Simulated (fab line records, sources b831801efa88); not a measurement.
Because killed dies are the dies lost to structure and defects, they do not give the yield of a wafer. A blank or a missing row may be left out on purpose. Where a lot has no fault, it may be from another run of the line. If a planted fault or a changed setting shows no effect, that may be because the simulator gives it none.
Struck lot and sound lot, side by side | flow sfq-line | 42 steps out of a route of 325
Sound: these wafers, L164.1, L164.2, L164.5. Struck: wafer L172.1 (L172.2, L172.5, from the same lot, were not struck and are left out); the cause is given at the end.
At each step with rows: each side's tool, then ch and its chambers, then its first start. Under that, the readings that differ: sound wafers | struck wafers | difference of the means | sigmas: that difference in standard deviations of wafers without a fault.
alike: same words and numbers on both sides, and readings whose means sit less than 2 such deviations apart. not compared: any withheld reading, any reading some wafer has no value for, any bound like >300 that may hide the same value, and any number with overlapping values for which the record gives no deviation.
The two part at a step that has a row with sigmas, a row that says differs or no value, or rows on one side only. When numbers do not overlap yet have no deviation, they are printed without sigmas and do not part them. Lack of a reading on every wafer of one side parts them only where that side has two or more wafers.

first, 6 steps without rows for these wafers: SFQ_TRILAYER_I2_VIA_LITHO_COAT_072 (resist thk 62 nm); SFQ_TRILAYER_I2_VIA_LITHO_COAT_067 (resist thk 650 nm); SFQ_TRILAYER_I2_VIA_LITHO_SOFTBAKE_071; SFQ_TRILAYER_I2_VIA_LITHO_EXPOSE_068 (exposes mask I2, target cd 500 nm); SFQ_TRILAYER_I2_VIA_LITHO_PEB_070 (peb time 60 s); SFQ_TRILAYER_I2_VIA_LITHO_DEVELOP_069 (time 60 s).
SFQ_I2_OVL_MEAS_918:
  sound on overlay-02 at day 39 05:52; struck on overlay-01 at day 41 09:55
  alike: I2_OVL
SFQ_TRILAYER_I2_VIA_BARC_OPEN_VIA_ETCH_096: etches BARC in O2, target depth 125 nm, time 41.7 s.
  sound on rie-diel-04 ch 1,3, day 39 05:55; struck on rie-diel-04 ch 0, day 41 09:56
  alike: bias-w, drypump-motor-current-A, oes-product-au
  not compared: rf-hours-counter-h
SFQ_TRILAYER_I2_VIA_ETCH_VIA_ETCH_070: etches SiO2 in CHF3, stops on Nb, target depth 260 nm.
  sound on rie-diel-04 ch 1,3, day 39 05:57; struck on rie-diel-04 ch 0, day 41 09:59
  reading               | sound             | struck | difference | sigmas
  oes-product-au (a.u.) | 0.848 0.850 0.855 | 0.861  | +0.010     | +2
  alike: bias-w, drypump-motor-current-A
SFQ_TRILAYER_I2_VIA_STRIP_STRIP_071: strips in O2.
  sound on rie-metal-02 ch 0,1, day 39 06:04; struck on rie-metal-02 ch 0, day 41 10:06
  alike: drypump-motor-current-A, oes-product-au
  not compared: rf-hours-counter-h
then, 2 steps without rows for these wafers: SFQ_TRILAYER_I2_VIA_STRIP_SOLV_CLEAN_072 (cleans in NMP, time 600 s); SFQ_TRILAYER_M3_DEP_PRE_CLEAN_074 (time 22.5 s).
SFQ_TRILAYER_M3_DEP_SPUTTER_073: material Nb, target thk 200 nm, time 133.3 s.
  sound on pvd-sputter-03 at day 39 06:52; struck on pvd-sputter-05 at day 41 11:31
  reading                                             | sound             | struck | difference | sigmas
  model.Nb_of_TRILAYER_M3_DEP_SPUTTER_073.thk-nm (nm) | 199.8 200.6 199.1 | 286.3  | +86.5      |
  alike: base-pressure-pa, throttle-valve-pct
SFQ_M3_RS_MEAS_919: measures by four-point-probe.
  sound on film-metro-02 at day 39 06:57; struck on film-metro-02 at day 41 11:37
  reading           | sound             | struck | difference | sigmas
  M3_NB_RS (ohm/sq) | 0.891 0.887 0.896 | 0.619  | -0.272     | -30
then, 6 steps without rows for these wafers: SFQ_TRILAYER_M3_LITHO_COAT_080 (resist thk 62 nm); SFQ_TRILAYER_M3_LITHO_COAT_075 (resist thk 600 nm); SFQ_TRILAYER_M3_LITHO_SOFTBAKE_079; SFQ_TRILAYER_M3_LITHO_EXPOSE_076 (exposes mask M3, target cd 500 nm); SFQ_TRILAYER_M3_LITHO_PEB_078 (peb time 60 s); SFQ_TRILAYER_M3_LITHO_DEVELOP_077 (time 60 s).
-- the record jumps here: 6 days lie between the struck wafers' starts before and after --
SFQ_M3_OVL_MEAS_921:
  sound on overlay-02 at day 39 09:23; struck on overlay-02 at day 47 19:07
  alike: M3_OVL
then, 1 step without rows for these wafers: SFQ_TRILAYER_M3_BARC_OPEN_METAL_ETCH_100 (etches BARC in O2, target depth 125 nm, time 41.7 s).
SFQ_TRILAYER_M3_ETCH_METAL_ETCH_078: etches Nb in Cl2/Ar, stops on SiO2, target depth 240 nm, time 120 s.
  sound on rie-metal-04 ch 0,1, day 39 09:29; struck on rie-metal-04 ch 1, day 47 19:12
  reading               | sound             | struck | difference | sigmas
  oes-product-au (a.u.) | 0.896 0.899 0.899 | 0.997  | +0.099     | +14
  alike: bias-w, drypump-motor-current-A
  not compared: rf-hours-counter-h
then, 4 steps without rows for these wafers: SFQ_TRILAYER_M3_STRIP_STRIP_079 (strips in O2); SFQ_TRILAYER_M3_STRIP_SOLV_CLEAN_080 (cleans in NMP, time 600 s); SFQ_TRILAYER_I3_DEP_PECVD_081 (deposits SiO2 from SiH4/N2O, time 111.11 s, target thk 500 nm); SFQ_TRILAYER_I3_CMP_CMP_082 (polishes SiO2).
SFQ_I3_BOW_MEAS_922:
  sound on film-metro-02 at day 39 14:40; struck on film-metro-04 at day 47 23:12
  alike: I3_BOW
then, 7 steps without rows for these wafers: SFQ_TRILAYER_I3_METRO_MEASURE_083; SFQ_TRILAYER_I3_VIA_LITHO_COAT_090 (resist thk 62 nm); SFQ_TRILAYER_I3_VIA_LITHO_COAT_085 (resist thk 650 nm); SFQ_TRILAYER_I3_VIA_LITHO_SOFTBAKE_089; SFQ_TRILAYER_I3_VIA_LITHO_EXPOSE_086 (exposes mask I3, target cd 500 nm); SFQ_TRILAYER_I3_VIA_LITHO_PEB_088 (peb time 60 s); SFQ_TRILAYER_I3_VIA_LITHO_DEVELOP_087 (time 60 s).
-- the record jumps here: 3 days lie between the struck wafers' starts before and after --
SFQ_I3_OVL_MEAS_923:
  sound on overlay-02 at day 45 18:26; struck on overlay-01 at day 51 00:43
  reading     | sound    | struck | difference | sigmas
  I3_OVL (nm) | -3 -1 -7 | 6      | +10        | +2
SFQ_TRILAYER_I3_VIA_BARC_OPEN_VIA_ETCH_121: etches BARC in O2, target depth 125 nm, time 41.7 s.
  sound on rie-diel-04 ch 1,2,3, day 45 18:28; struck on rie-diel-04 ch 0, day 51 00:44
  alike: bias-w, drypump-motor-current-A, oes-product-au
  not compared: rf-hours-counter-h
then, 1 step without rows for these wafers: SFQ_TRILAYER_I3_VIA_ETCH_VIA_ETCH_088 (etches SiO2 in CHF3, stops on Nb, target depth 260 nm).
SFQ_TRILAYER_I3_VIA_STRIP_STRIP_089: strips in O2.
  sound on rie-metal-04 ch 0,1, day 45 18:37; struck on rie-metal-04 ch 0, day 51 00:54
  alike: drypump-motor-current-A, oes-product-au
  not compared: rf-hours-counter-h
then, 2 steps without rows for these wafers: SFQ_TRILAYER_I3_VIA_STRIP_SOLV_CLEAN_090 (cleans in NMP, time 600 s); SFQ_TRILAYER_M4_DEP_PRE_CLEAN_092 (time 22.5 s).
-- the record jumps here: 34 days lie between the struck wafers' starts before and after --
SFQ_M8_BOW_MEAS_951:
  sound on film-metro-04 at day 84 17:31; struck on film-metro-02 at day 85 09:40
  reading                       | sound                | struck | difference | sigmas
  model.etest.m3.comb-log10-ohm | 12 12 12             | 0      | -12        |
  model.etest.m3.ohm-sq         | 0.8909 0.8877 0.8944 | 0.6218 | -0.2692    |
  alike: M8_BOW

== WHERE THEY PART ==
At SFQ_TRILAYER_I2_VIA_ETCH_VIA_ETCH_070 first; at SFQ_I3_OVL_MEAS_923 last (within this record only). Later steps at which nothing parts them and some readings are alike: SFQ_TRILAYER_I3_VIA_BARC_OPEN_VIA_ETCH_121, SFQ_TRILAYER_I3_VIA_STRIP_STRIP_089, SFQ_M8_BOW_MEAS_951.

WHY: the cause the simulator had injected
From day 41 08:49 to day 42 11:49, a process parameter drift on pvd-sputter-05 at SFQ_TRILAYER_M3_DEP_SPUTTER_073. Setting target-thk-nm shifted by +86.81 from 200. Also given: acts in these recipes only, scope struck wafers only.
